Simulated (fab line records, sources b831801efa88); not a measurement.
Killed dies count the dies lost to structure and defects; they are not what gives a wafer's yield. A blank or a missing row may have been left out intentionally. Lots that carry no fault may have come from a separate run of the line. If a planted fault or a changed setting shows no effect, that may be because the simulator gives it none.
2 desks looking at one fault -- flow gf180mcu -- each desk has only its own numbers; what lay behind them comes last

== FOR THE TOOL OWNER'S DESK: pvd-sputter-02 ==
The tool's own readings at GF_CONTACT_SPUTTER_23 (material TiN, target thk 10 nm, time 40 s): means of the sampled wafers that have a number, for each lot that ran on this tool. Marked OUT: a lot whose mean sits more than 4 standard deviations from the usual mean, which makes it out of limits; the brackets give that distance.
Columns: A = throttle-valve-pct at GF_CONTACT_SPUTTER_23, usual 30.4 %
lot,first seen here,A
L642,day 18 02:56,29.6
L645,day 19 04:23,29.7
L646,day 19 22:43,29.6
L649,day 20 20:32,29.6
L652,day 21 17:16,29.8
L653,day 21 22:38,31.4
L654,day 22 06:02,31.6
L656,day 23 04:57,30.6
Result from this desk: across the 8 lots, nothing is out of limits.

== METROLOGY DESK ==
What the gauges read for every lot (on any tool): the sampled wafers with a number, averaged. Marked OUT: a lot whose mean sits more than 4 standard deviations from the usual mean, which makes it out of limits; the brackets give that distance.
Columns: A = cd-nm at GF_M5_CD_MEAS_07, usual 280.3 nm; B = V5_CVD_02_THK at GF_V5_THK_MEAS_03, usual 1448 nm
lot,first seen here,A,B
L637,day 26 09:58,280.9,1446
L638,day 26 20:37,281.1,1430
L641,day 27 22:54,280.4,1457
L642,day 28 02:40,280.9,1458
L644,day 29 00:08,280.0,1444
L645,day 29 00:34,282.0,1428
L647,day 29 11:19,280.1,1449
L646,day 29 14:26,280.1,1464
L649,day 30 06:22,281.7,1481
L651,day 30 18:14,279.8,1438
L652,day 30 22:32,278.4,1443
L653,day 31 01:19,281.6,1435
L654,day 31 08:16,278.6,1436
L656,day 32 01:42,279.5,1457
Result from this desk: across the 14 lots, nothing is out of limits.

== BROUGHT TOGETHER ==
The desk of the tool owner found nothing out of limits.
Metrology desk: nothing out of limits seen.

== WHAT WAS PUT IN BY THE SIMULATOR ==
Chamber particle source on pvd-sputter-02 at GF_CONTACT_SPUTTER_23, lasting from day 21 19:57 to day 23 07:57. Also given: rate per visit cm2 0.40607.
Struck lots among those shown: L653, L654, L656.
